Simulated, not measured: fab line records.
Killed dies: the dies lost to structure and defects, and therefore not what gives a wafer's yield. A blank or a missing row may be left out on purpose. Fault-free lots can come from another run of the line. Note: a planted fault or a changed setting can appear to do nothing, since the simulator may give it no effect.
fab line records	flow sky130
record: lots: 13	wafers: 39	last-day: 50
route steps=708 shown FIELD_ISO@16 LDD_P@262 LDD_LDN@292 PAD_OPEN@708
lots with no fault: from the same line, run without faults
start-h: hours from the record's first day to the start of the lot's first wafer shown	wait-h: hours since the lot's step before	" the same as in the row above	L1.1+2: a row that stands for several wafers	- value missing, or start not given	* or withheld: withheld	< > ~ a bound
route shown NAME@n: a module of which the file shows steps, and the number in the route of the first	usual: the fault-free wafers' mean and standard deviation	same: alike in all rows	chamber/n: place in a boat	sites: readings site by site	_std_site: their standard deviation	_edge_site: mean of outer sites minus mean of inner sites	radius-mm: how far each site lies from the wafer's centre	mask NAME#n: copy n	behind: tool/chamber where the wafer was last shaped	hold: cause of the lot's hold/its duration in hours/its outcome	device: the n, p or np transistor that did not switch	end of line: tests run on the same wafers once the route is complete	for a step that has no rows: nothing shown but its recipe	killed: dies lost to structure and defects at the first sort, not the wafer's yield	map: per-die view of a wafer (x killed, . not killed, _ where there is no die)
set.NAME: the setting as run; set.NAME@STEP: as run at that earlier step	model.NAME: the simulator's own value behind a step, which no gauge read
one table for each step of the route and one row for each wafer, over a sample of lots
services: the hour from which a tool's chamber was out of use, counted from the record's first day as start-h (under 0 if before that day), plus the number of hours and why
== steps ==
step: SKY_FIELD_ISO_ETCH_15
recipe: chemistry: CHF3/O2	target-depth-nm: 180	stop-on: Si	source-w: 580.7	bias-w: 200	pressure-mtorr: 40	chf3-flow-sccm: 50	O2_flow_sccm: 5	time-s: 72
usual: drypump-motor-current-A: 5.6/0.44	oes-product-au: 0.936/0.006	throttle-valve-pct: 8.841/0.0084
lot.wafer	tool	chamber	start-h	wait-h	drypump-motor-current-A	oes-product-au	rf-hours-counter-h	throttle-valve-pct
L682.2	rie-diel-03	3	35.31	0.0	5.5	0.926	43	8.858
L682.3	"	0	"	"	5.9	0.928	73	8.851
L682.5	"	3	"	"	5.5	0.931	-	8.838
L684.1	rie-diel-04	0	43.64	0.0	6.5	0.935	56	8.828
L684.2	"	1	"	"	5.3	0.932	35	8.849
L684.5	"	1	"	"	5.3	0.940	-	8.840
L685.1	rie-diel-03	3	48.81	0.0	5.5	0.932	43	8.842
L685.5	"	3	"	"	5.6	0.930	-	8.844
L685.6	"	2	"	"	5.6	0.931	-	8.843
L687.1	rie-diel-02	1	59.01	0.0	6.1	0.927	60	8.844
L687.5	"	3	"	"	5.4	0.933	-	8.839
L687.6	"	2	"	"	5.4	0.929	-	8.833
L688.2	rie-diel-03	0	66.05	0.0	5.9	0.939	74	8.852
L688.3	"	1	"	"	5.8	0.937	1	8.854
L688.6	"	0	"	"	5.9	0.945	-	8.843
L689.1	rie-diel-02	2	70.41	0.0	5.5	0.935	98	8.828
L689.5	"	3	"	"	5.4	0.935	-	8.840
L689.6	"	2	"	"	5.5	0.934	-	8.846
L690.1	rie-diel-02	3	77.20	0.0	5.4	0.921	75	8.851
L690.2	"	1	"	"	6.1	0.941	60	8.840
L690.4	"	1	"	"	6.1	0.942	-	8.835
L693.1	rie-diel-03	1	91.49	0.0	5.8	0.922	2	8.832
L693.2	"	2	"	"	5.5	0.929	26	8.828
L693.6	"	0	"	"	5.9	0.937	-	8.836
L695.2	rie-diel-02	0	103.09	0.0	6.0	0.934	0	8.847
L695.5	"	1	"	"	6.0	0.938	-	8.844
L695.6	"	2	"	"	5.4	0.929	-	8.838
L696.1	rie-diel-03	1	109.61	0.0	5.8	0.940	2	8.837
L696.3	"	2	"	"	5.5	0.940	26	8.833
L696.5	"	2	"	"	5.5	0.938	-	8.841
L700.1	rie-diel-04	2	133.20	0.0	4.9	0.942	1	8.856
L700.2	"	3	"	"	5.9	0.930	36	8.850
L700.3	"	1	"	"	5.3	0.935	37	8.852
L701.4	rie-diel-02	3	133.51	0.0	5.4	0.938	76	8.853
L701.5	"	2	"	"	5.4	0.936	-	8.853
L701.6	"	3	"	"	5.4	0.926	-	8.846
L702.2	rie-diel-04	0	138.19	0.0	6.5	0.935	59	8.841
L702.4	"	3	"	"	5.9	0.945	36	8.850
L702.6	"	1	"	"	5.3	0.945	-	8.851
step: SKY_FIELD_ISO_THK_MEAS_25
recipe: reads: SiO2_of_FIELD_ISO_CVD_24
usual: FIELD_ISO_CVD_24_THK: 593/6.5
lot.wafer	tool	chamber	start-h	wait-h	FIELD_ISO_CVD_24_THK[nm]
L682.2	film-metro-01	-	38.44	0.0	609
L682.3	"	-	"	"	589
L682.5	"	-	"	"	590
L684.1	film-metro-02	-	45.44	0.0	591
L684.2	"	-	"	"	594
L684.5	"	-	"	"	594
L685.1	film-metro-01	-	50.61	0.0	591
L685.5	"	-	"	"	580
L685.6	"	-	"	"	590
L687.1	film-metro-03	-	60.81	0.0	595
L687.5	"	-	"	"	589
L687.6	"	-	"	"	595
L688.2	film-metro-03	-	67.98	0.0	594
L688.3	"	-	"	"	591
L688.6	"	-	"	"	591
L689.1	film-metro-02	-	75.20	0.0	599
L689.5	"	-	"	"	593
L689.6	"	-	"	"	599
L690.1	film-metro-03	-	80.39	0.0	592
L690.2	"	-	"	"	596
L690.4	"	-	"	"	588
L693.1	film-metro-02	-	97.14	0.0	599
L693.2	"	-	"	"	586
L693.6	"	-	"	"	598
L695.2	film-metro-03	-	105.68	0.0	584
L695.5	"	-	"	"	596
L695.6	"	-	"	"	598
L696.1	film-metro-03	-	116.64	0.0	581
L696.3	"	-	"	"	592
L696.5	"	-	"	"	589
L700.1	film-metro-02	-	135.12	0.1	585
L700.2	"	-	"	"	588
L700.3	"	-	"	"	595
L701.4	film-metro-02	-	135.34	0.0	590
L701.5	"	-	"	"	586
L701.6	"	-	"	"	590
L702.2	film-metro-01	-	140.75	0.0	599
L702.4	"	-	"	"	587
L702.6	"	-	"	"	584
step: SKY_LDD_P_CD_MEAS_07
recipe: target-cd-nm: 380
usual: cd-nm: 379.6/2.2
lot.wafer	tool	chamber	start-h	wait-h	cd-nm
L682.2	cd-sem-02	-	433.55	0.1	380.9
L682.3	"	-	"	"	380.2
L682.5	"	-	"	"	381.9
L684.1	cd-sem-02	-	455.19	0.1	380.4
L684.2	"	-	"	"	381.6
L684.5	"	-	"	"	382.1
L685.1	cd-sem-01	-	463.04	0.1	377.4
L685.5	"	-	"	"	376.0
L685.6	"	-	"	"	375.3
L687.1	cd-sem-01	-	479.34	0.1	382.7
L687.5	"	-	"	"	383.4
L687.6	"	-	"	"	381.5
L688.2	cd-sem-02	-	500.30	0.1	381.3
L688.3	"	-	"	"	381.6
L688.6	"	-	"	"	382.9
L689.1	cd-sem-01	-	504.79	0.1	376.1
L689.5	"	-	"	"	376.8
L689.6	"	-	"	"	378.1
L690.1	cd-sem-01	-	525.19	0.1	379.2
L690.2	"	-	"	"	378.4
L690.4	"	-	"	"	379.1
L693.1	cd-sem-02	-	553.69	0.1	382.4
L693.2	"	-	"	"	380.2
L693.6	"	-	"	"	379.4
L695.2	cd-sem-01	-	574.00	0.1	379.4
L695.5	"	-	"	"	378.0
L695.6	"	-	"	"	378.2
L696.1	cd-sem-02	-	581.19	0.1	376.7
L696.3	"	-	"	"	378.6
L696.5	"	-	"	"	378.9
L700.1	cd-sem-02	-	605.64	0.1	381.4
L700.2	"	-	"	"	381.0
L700.3	"	-	"	"	381.6
L701.4	cd-sem-02	-	609.25	0.1	380.9
L701.5	"	-	"	"	381.4
L701.6	"	-	"	"	382.5
L702.2	cd-sem-02	-	611.01	0.1	380.0
L702.4	"	-	"	"	378.2
L702.6	"	-	"	"	380.8
step: SKY_LDD_LDN_SOFTBAKE_03
recipe: temp-c: 90	time-s: 60	resist: NOVOLAK
usual: heater-power-total-W: 56.59/0.044	run-length-s: 89.2/0.36
lot.wafer	tool	chamber	start-h	wait-h	heater-power-total-W	run-length-s
L682.2	litho-track-04	0	511.66	0.1	56.65	89.3
L682.3	"	0	"	"	56.65	89.3
L682.5	"	0	"	"	56.56	89.2
L684.1	litho-track-02	0	532.49	0.1	56.60	88.8
L684.2	"	0	"	"	56.55	89.0
L684.5	"	0	"	"	56.62	88.9
L685.1	litho-track-02	0	540.44	0.1	56.59	88.7
L685.5	"	0	"	"	56.65	88.6
L685.6	"	0	"	"	56.63	88.7
L687.1	litho-track-01	0	557.05	0.1	56.55	89.4
L687.5	"	0	"	"	56.58	89.6
L687.6	"	0	"	"	56.64	89.7
L688.2	litho-track-02	0	576.41	0.1	56.64	88.8
L688.3	"	0	"	"	56.62	88.6
L688.6	"	0	"	"	56.57	88.7
L689.1	litho-track-01	0	579.90	0.1	56.62	89.6
L689.5	"	0	"	"	56.54	89.5
L689.6	"	0	"	"	56.54	89.6
L690.1	litho-track-04	0	600.39	0.1	56.56	89.3
L690.2	"	0	"	"	56.65	89.2
L690.4	"	0	"	"	56.57	89.3
L693.1	litho-track-02	0	626.89	0.1	61.23	75.7
L693.2	"	0	"	"	61.29	75.9
L693.6	"	0	"	"	61.21	75.8
L695.2	litho-track-02	0	647.76	0.1	61.32	75.8
L695.5	"	0	"	"	61.24	75.9
L695.6	"	0	"	"	61.34	76.0
L696.1	litho-track-01	0	653.44	0.1	56.64	89.4
L696.3	"	0	"	"	56.66	89.6
L696.5	"	0	"	"	56.59	89.4
L700.1	litho-track-04	0	678.29	0.1	56.65	89.3
L700.2	"	0	"	"	56.54	89.3
L700.3	"	0	"	"	56.55	89.2
L701.4	litho-track-04	0	681.21	0.1	56.62	89.3
L701.5	"	0	"	"	56.63	89.2
L701.6	"	0	"	"	56.53	89.4
L702.2	litho-track-04	0	682.86	0.1	56.56	89.3
L702.4	"	0	"	"	56.55	89.3
L702.6	"	0	"	"	56.65	89.4
step: SKY_PAD_OPEN_PROBE_99
usual: killed_at_M0_to_M3: 42/6.7	killed_at_M4_up: 3.4/2	killed-at-contacts: 24/5.1	killed-at-front-end: 14/4.2	killed-at-other: 0.2/0.49	killed-dies: 84/8.4	killed-open: 46/7	killed-short: 39/5.8
same: gross-dies: 492	killed-at-back-side: 0
lot.wafer	tool	chamber	start-h	wait-h	killed_at_M0_to_M3	killed_at_M4_up	killed-at-contacts	killed-at-front-end	killed-at-other	killed-dies	killed-open	killed-short
L682.2	prober-02	-	1083.46	0.1	48	1	36	10	0	95	53	42
L682.3	prober-02	-	1083.51	0.2	49	4	22	15	0	90	39	51
L682.5	prober-02	-	1083.61	0.2	36	1	28	16	0	81	40	41
L684.1	prober-02	-	1093.91	0.1	59	1	18	21	0	99	55	44
L684.2	prober-02	-	1093.96	0.1	38	3	26	22	0	89	47	42
L684.5	prober-02	-	1094.11	0.2	35	0	26	19	0	80	45	35
L685.1	prober-01	-	1096.82	0.1	42	1	30	9	0	82	51	31
L685.5	prober-01	-	1097.02	0.2	46	4	20	20	0	90	42	48
L685.6	prober-01	-	1097.07	0.2	37	4	25	15	0	81	47	34
L687.1	prober-01	-	1109.91	0.1	35	5	23	18	0	81	43	38
L687.5	prober-01	-	1110.11	0.2	44	4	28	11	1	88	44	44
L687.6	prober-01	-	1110.16	0.2	39	1	39	13	0	92	49	43
L688.2	prober-02	-	1121.32	0.1	50	1	22	11	0	84	42	42
L688.3	prober-02	-	1121.37	0.2	50	2	20	22	1	95	42	53
L688.6	prober-02	-	1121.52	0.2	37	5	29	17	0	88	46	42
L689.1	prober-01	-	1127.16	0.1	37	2	24	15	0	78	41	37
L689.5	prober-01	-	1127.36	0.2	43	1	23	13	0	80	43	37
L689.6	prober-01	-	1127.41	0.2	48	3	25	8	0	84	48	36
L690.1	prober-01	-	1136.66	0.1	49	3	25	14	0	91	47	44
L690.2	prober-01	-	1136.71	0.1	35	7	24	11	1	78	50	28
L690.4	prober-01	-	1136.81	0.2	49	4	27	14	0	94	43	51
L693.1	prober-02	-	1156.42	0.1	57	5	21	4	1	88	43	45
L693.2	prober-02	-	1156.47	0.1	53	8	15	18	0	94	50	44
L693.6	prober-02	-	1156.67	0.2	45	5	14	13	0	77	49	28
L695.2	prober-02	-	1170.46	0.1	33	5	20	22	0	80	47	33
L695.5	prober-02	-	1170.61	0.2	40	7	19	14	0	80	46	34
L695.6	prober-02	-	1170.66	0.2	43	1	27	13	0	84	44	40
L696.1	prober-02	-	1175.57	0.1	36	4	24	13	1	78	37	41
L696.3	prober-02	-	1175.67	0.2	42	6	34	7	0	89	53	36
L696.5	prober-02	-	1175.77	0.2	32	3	31	16	1	83	42	41
L700.1	prober-02	-	1187.25	0.1	43	6	17	9	0	75	44	31
L700.2	prober-02	-	1187.30	0.1	44	3	19	21	0	87	49	38
L700.3	prober-02	-	1187.35	0.2	41	1	28	11	0	81	36	45
L701.4	prober-01	-	1188.75	0.2	31	1	18	15	0	65	32	33
L701.5	prober-01	-	1188.80	0.2	35	6	28	13	0	82	38	44
L701.6	prober-01	-	1188.85	0.2	31	2	33	15	0	81	44	37
L702.2	prober-02	-	1190.82	0.1	41	3	22	14	1	81	49	32
L702.4	prober-02	-	1190.92	0.2	42	4	13	13	0	72	31	41
L702.6	prober-02	-	1191.02	0.2	31	3	21	10	0	65	34	31
killed by level:class
L682.2 CONTACT:geometric-particle:open=15 VIA1:geometric-particle:open=13 VIA3:geometric-particle:open=8 LI_CONTACT:geometric-particle:open=7 LOCAL_INTERCONNECT:geometric-particle:short=7 CONTACT:geometric-particle:short=6 VIA2:geometric-particle:open=6 METAL3:geometric-particle:short=6
L682.3 VIA1:geometric-particle:open=10 METAL1:geometric-particle:short=8 CONTACT:geometric-particle:short=7 CONTACT:geometric-particle:open=6 METAL3:geometric-particle:short=6 POLY_GATE:geometric-particle:short=5 METAL2:geometric-particle:short=5 VIA2:geometric-particle:open=5
L682.5 CONTACT:geometric-particle:open=14 METAL1:geometric-particle:short=8 VIA2:geometric-particle:short=6 CONTACT:geometric-particle:short=5 VIA2:geometric-particle:open=5 FIELD_ISO:geometric-particle:open=4 FIELD_ISO:geometric-particle:short=4 LI_CONTACT:geometric-particle:open=4
L684.1 VIA1:geometric-particle:open=19 VIA1:geometric-particle:short=8 CONTACT:geometric-particle:open=7 VIA3:geometric-particle:open=6 POLY_GATE:geometric-particle:open=6 VIA2:geometric-particle:open=6 METAL2:geometric-particle:short=6 METAL1:geometric-particle:short=5
L684.2 FIELD_ISO:geometric-particle:short=9 CONTACT:geometric-particle:open=9 LI_CONTACT:geometric-particle:open=6 VIA1:geometric-particle:open=6 METAL2:geometric-particle:short=6 VIA2:geometric-particle:open=6 FIELD_ISO:geometric-particle:open=5 VIA3:geometric-particle:open=5
L684.5 METAL1:geometric-particle:short=8 CONTACT:geometric-particle:open=7 LI_CONTACT:geometric-particle:open=7 VIA2:geometric-particle:open=6 FIELD_ISO:geometric-particle:short=5 CONTACT:geometric-particle:short=5 VIA1:geometric-particle:open=5 VIA3:geometric-particle:open=5
L685.1 CONTACT:geometric-particle:open=13 VIA1:geometric-particle:open=11 VIA3:geometric-particle:open=11 LI_CONTACT:geometric-particle:open=6 METAL1:geometric-particle:short=5 LI_CONTACT:geometric-particle:short=4 CONTACT:geometric-particle:short=4 METAL2:geometric-particle:short=4
L685.5 VIA3:geometric-particle:open=9 LI_CONTACT:geometric-particle:open=6 POLY_GATE:geometric-particle:open=6 LOCAL_INTERCONNECT:geometric-particle:short=6 VIA1:geometric-particle:short=6 VIA1:geometric-particle:open=6 VIA2:geometric-particle:short=5 CONTACT:geometric-particle:open=5
L685.6 VIA1:geometric-particle:open=11 CONTACT:geometric-particle:open=7 CONTACT:geometric-particle:short=6 LI_CONTACT:geometric-particle:open=6 VIA3:geometric-particle:open=6 METAL1:geometric-particle:short=4 VIA1:geometric-particle:short=4 FIELD_ISO:geometric-particle:open=3
L687.1 VIA1:geometric-particle:open=9 LI_CONTACT:geometric-particle:open=8 CONTACT:geometric-particle:open=6 FIELD_ISO:geometric-particle:short=5 FIELD_ISO:geometric-particle:open=5 VIA2:geometric-particle:open=5 CONTACT:geometric-particle:short=5 METAL1:geometric-particle:short=5
L687.5 VIA1:geometric-particle:open=9 METAL1:geometric-particle:short=8 CONTACT:geometric-particle:short=7 FIELD_ISO:geometric-particle:open=6 LOCAL_INTERCONNECT:geometric-particle:short=6 CONTACT:geometric-particle:open=6 VIA2:geometric-particle:open=6 VIA3:geometric-particle:open=6
L687.6 CONTACT:geometric-particle:short=14 CONTACT:geometric-particle:open=12 VIA1:geometric-particle:open=12 FIELD_ISO:geometric-particle:open=6 LI_CONTACT:geometric-particle:open=6 LOCAL_INTERCONNECT:geometric-particle:short=6 VIA2:geometric-particle:open=6 VIA1:geometric-particle:short=5
L688.2 VIA1:geometric-particle:open=11 VIA2:geometric-particle:open=8 VIA1:geometric-particle:short=8 LI_CONTACT:geometric-particle:open=6 CONTACT:geometric-particle:open=6 CONTACT:geometric-particle:short=5 VIA2:geometric-particle:short=5 FIELD_ISO:geometric-particle:short=4
L688.3 VIA1:geometric-particle:open=10 VIA1:geometric-particle:short=9 CONTACT:geometric-particle:open=8 METAL1:geometric-particle:short=7 VIA2:geometric-particle:short=6 VIA2:geometric-particle:open=6 VIA3:geometric-particle:open=6 FIELD_ISO:geometric-particle:open=5
L688.6 VIA1:geometric-particle:open=15 CONTACT:geometric-particle:open=9 LOCAL_INTERCONNECT:geometric-particle:short=6 FIELD_ISO:geometric-particle:short=5 POLY_GATE:geometric-particle:short=5 LI_CONTACT:geometric-particle:open=5 CONTACT:geometric-particle:short=5 VIA2:geometric-particle:open=4
L689.1 CONTACT:geometric-particle:open=9 VIA1:geometric-particle:open=8 VIA3:geometric-particle:open=6 FIELD_ISO:geometric-particle:open=5 FIELD_ISO:geometric-particle:short=5 LOCAL_INTERCONNECT:geometric-particle:short=5 VIA1:geometric-particle:short=5 METAL2:geometric-particle:short=5
L689.5 LI_CONTACT:geometric-particle:open=11 VIA1:geometric-particle:open=11 METAL2:geometric-particle:short=7 VIA2:geometric-particle:short=5 POLY_GATE:geometric-particle:short=5 VIA3:geometric-particle:open=5 FIELD_ISO:geometric-particle:open=4 CONTACT:geometric-particle:short=4
L689.6 VIA1:geometric-particle:open=11 CONTACT:geometric-particle:open=9 LI_CONTACT:geometric-particle:open=8 VIA2:geometric-particle:open=8 VIA1:geometric-particle:short=6 METAL2:geometric-particle:short=6 METAL1:geometric-particle:short=5 LOCAL_INTERCONNECT:geometric-particle:short=4
L690.1 VIA3:geometric-particle:short=10 LI_CONTACT:geometric-particle:open=9 CONTACT:geometric-particle:open=9 VIA1:geometric-particle:open=8 VIA3:geometric-particle:open=7 VIA1:geometric-particle:short=6 METAL1:geometric-particle:short=5 VIA2:geometric-particle:open=5
L690.2 VIA1:geometric-particle:open=11 CONTACT:geometric-particle:open=9 VIA3:geometric-particle:open=8 METAL4:geometric-particle:open=5 LI_CONTACT:geometric-particle:open=4 LOCAL_INTERCONNECT:geometric-particle:short=4 CONTACT:geometric-particle:short=4 METAL1:geometric-particle:short=4
L690.4 CONTACT:geometric-particle:short=8 VIA2:geometric-particle:open=8 VIA1:geometric-particle:open=8 FIELD_ISO:geometric-particle:short=7 CONTACT:geometric-particle:open=6 METAL1:geometric-particle:short=5 LI_CONTACT:geometric-particle:open=5 VIA1:geometric-particle:short=5
L693.1 VIA3:geometric-particle:open=10 VIA1:geometric-particle:open=9 VIA1:geometric-particle:short=9 LI_CONTACT:geometric-particle:open=7 CONTACT:geometric-particle:open=6 METAL1:geometric-particle:short=6 METAL2:geometric-particle:short=6 CONTACT:geometric-particle:short=5
L693.2 VIA1:geometric-particle:open=13 METAL2:geometric-particle:short=9 METAL1:geometric-particle:short=8 CONTACT:geometric-particle:open=6 VIA3:geometric-particle:open=6 LI_CONTACT:geometric-particle:open=5 VIA2:geometric-particle:open=5 METAL4:geometric-particle:short=5
L693.6 VIA3:geometric-particle:open=12 LI_CONTACT:geometric-particle:open=8 VIA1:geometric-particle:open=8 METAL2:geometric-particle:short=6 FIELD_ISO:geometric-particle:short=5 VIA2:geometric-particle:open=5 CONTACT:geometric-particle:open=4 FIELD_ISO:geometric-particle:open=3
L695.2 FIELD_ISO:geometric-particle:open=9 LI_CONTACT:geometric-particle:open=8 VIA1:geometric-particle:open=8 CONTACT:geometric-particle:open=6 VIA2:geometric-particle:open=6 FIELD_ISO:geometric-particle:short=5 POLY_GATE:geometric-particle:short=5 CONTACT:geometric-particle:short=3
L695.5 VIA1:geometric-particle:open=14 METAL1:geometric-particle:short=10 CONTACT:geometric-particle:open=7 VIA2:geometric-particle:open=6 METAL4:geometric-particle:short=5 FIELD_ISO:geometric-particle:short=4 POLY_GATE:geometric-particle:open=4 LI_CONTACT:geometric-particle:open=4
L695.6 VIA1:geometric-particle:open=11 METAL2:geometric-particle:short=8 VIA2:geometric-particle:open=8 CONTACT:geometric-particle:open=7 FIELD_ISO:geometric-particle:short=6 LI_CONTACT:geometric-particle:short=5 CONTACT:geometric-particle:short=5 METAL1:geometric-particle:short=5
L696.1 CONTACT:geometric-particle:open=8 VIA3:geometric-particle:open=7 METAL1:geometric-particle:short=6 LOCAL_INTERCONNECT:geometric-particle:short=5 CONTACT:geometric-particle:short=5 POLY_GATE:geometric-particle:open=4 VIA1:geometric-particle:short=4 VIA1:geometric-particle:open=4
L696.3 CONTACT:geometric-particle:open=11 LI_CONTACT:geometric-particle:open=10 VIA1:geometric-particle:open=9 VIA2:geometric-particle:open=7 LOCAL_INTERCONNECT:geometric-particle:short=6 CONTACT:geometric-particle:short=6 VIA3:geometric-particle:short=6 VIA3:geometric-particle:open=5
L696.5 LI_CONTACT:geometric-particle:open=10 CONTACT:geometric-particle:open=10 CONTACT:geometric-particle:short=8 VIA2:geometric-particle:open=7 VIA1:geometric-particle:open=6 FIELD_ISO:geometric-particle:short=5 POLY_GATE:geometric-particle:short=5 METAL1:geometric-particle:short=5
L700.1 VIA1:geometric-particle:open=9 VIA2:geometric-particle:open=9 CONTACT:geometric-particle:open=7 FIELD_ISO:geometric-particle:short=4 LI_CONTACT:geometric-particle:open=4 VIA1:geometric-particle:short=4 METAL1:geometric-particle:short=4 METAL1:geometric-particle:open=4
L700.2 VIA2:geometric-particle:open=10 CONTACT:geometric-particle:open=8 VIA1:geometric-particle:open=7 POLY_GATE:geometric-particle:open=6 VIA1:geometric-particle:short=6 VIA3:geometric-particle:short=5 FIELD_ISO:geometric-particle:open=4 METAL2:geometric-particle:short=4
L700.3 LI_CONTACT:geometric-particle:open=10 CONTACT:geometric-particle:open=6 CONTACT:geometric-particle:short=6 METAL3:geometric-particle:short=6 LI_CONTACT:geometric-particle:short=5 VIA1:geometric-particle:open=5 VIA2:geometric-particle:open=5 VIA3:geometric-particle:open=5
L701.4 CONTACT:geometric-particle:open=6 VIA1:geometric-particle:open=6 METAL1:geometric-particle:short=5 LOCAL_INTERCONNECT:geometric-particle:short=5 VIA3:geometric-particle:open=5 POLY_GATE:geometric-particle:open=4 POLY_GATE:geometric-particle:short=4 CONTACT:geometric-particle:short=4
L701.5 CONTACT:geometric-particle:open=8 CONTACT:geometric-particle:short=7 VIA1:geometric-particle:open=7 METAL2:geometric-particle:short=7 LI_CONTACT:geometric-particle:open=6 METAL1:geometric-particle:short=6 VIA2:geometric-particle:short=6 METAL4:geometric-particle:short=5
L701.6 CONTACT:geometric-particle:open=16 METAL2:geometric-particle:short=12 CONTACT:geometric-particle:short=7 VIA1:geometric-particle:open=6 FIELD_ISO:geometric-particle:open=4 POLY_GATE:geometric-particle:open=4 POLY_GATE:geometric-particle:short=4 LI_CONTACT:geometric-particle:open=4
L702.2 VIA1:geometric-particle:open=13 CONTACT:geometric-particle:open=9 LI_CONTACT:geometric-particle:open=8 VIA2:geometric-particle:open=7 METAL2:geometric-particle:short=5 FIELD_ISO:geometric-particle:short=4 METAL1:geometric-particle:short=4 FIELD_ISO:geometric-particle:open=3
L702.4 VIA1:geometric-particle:open=8 VIA3:geometric-particle:open=6 METAL1:geometric-particle:short=6 METAL2:geometric-particle:short=6 POLY_GATE:geometric-particle:short=4 LI_CONTACT:geometric-particle:open=4 METAL3:geometric-particle:short=4 VIA3:geometric-particle:short=4
L702.6 CONTACT:geometric-particle:open=8 VIA1:geometric-particle:open=7 LI_CONTACT:geometric-particle:open=6 VIA2:geometric-particle:open=4 METAL2:geometric-particle:short=4 VIA3:geometric-particle:open=4 LOCAL_INTERCONNECT:geometric-particle:short=3 CONTACT:geometric-particle:short=3
== services ==
tool	chamber	start-h	hours	kind
rie-diel-03	3	19.41	7.2	repair
rie-diel-03	0	25.41	4.5	repair
rie-diel-03	3	38.45	8.1	repair
rie-diel-02	3	101.99	5.4	repair
rie-diel-03	3	127.64	5.5	repair
rie-diel-03	2	167.08	6.7	repair
rie-diel-03	1	206.59	3.5	repair
rie-diel-03	3	257.43	15.4	repair
rie-diel-03	-	261.18	4.1	repair
rie-diel-02	-	336.06	2.8	pm
rie-diel-02	2	351.91	7.0	repair
rie-diel-02	-	358.90	0.4	repair
rie-diel-03	2	403.29	34.9	repair
rie-diel-03	3	415.84	3.7	repair
rie-diel-02	0	437.80	6.5	repair
rie-diel-03	3	465.61	6.5	repair
rie-diel-02	1	494.29	7.7	repair
rie-diel-02	1	527.19	5.1	repair
rie-diel-03	2	551.39	2.1	repair
rie-diel-02	-	576.39	4.3	pm
rie-diel-02	1	600.05	9.9	repair
rie-diel-02	0	633.68	8.9	repair
rie-diel-02	2	635.00	5.5	repair
rie-diel-03	1	649.77	10.2	repair
== key ==
first-sign: step: SKY_LDD_LDN_SOFTBAKE_03	reading: heater-power-total-W	direction: up	sigmas: 99+	usual: *	struck: *
effect: step: SKY_LDD_LDN_SOFTBAKE_03	reading: run-length-s	direction: down	sigmas: 37	usual: *	struck: *
met-at SKY_LDD_LDN_SOFTBAKE_03
struck-lots L693,L695
tester-left-out L693,L695
not-acting-at SKY_FIELD_ISO_ETCH_15,SKY_FIELD_ISO_THK_MEAS_25,SKY_LDD_P_CD_MEAS_07
onset-between 576.41 626.89
fault: kind: process-parameter-drift	tool: litho-track-02	chamber: -	onset-h: 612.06	steps: SKY_LDD_LDN_SOFTBAKE_03	channel: time-s	offset: *	shape: step	end-h: 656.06	acts-in: *	stated: *
tester-left-out: of these lots the tester's yield and bins aren't shown, on N5 and GAA mostly nor the transistor test; their killed dies are dies lost to structure and defects alone, not to doping, threshold or leakage, so they don't give the yield
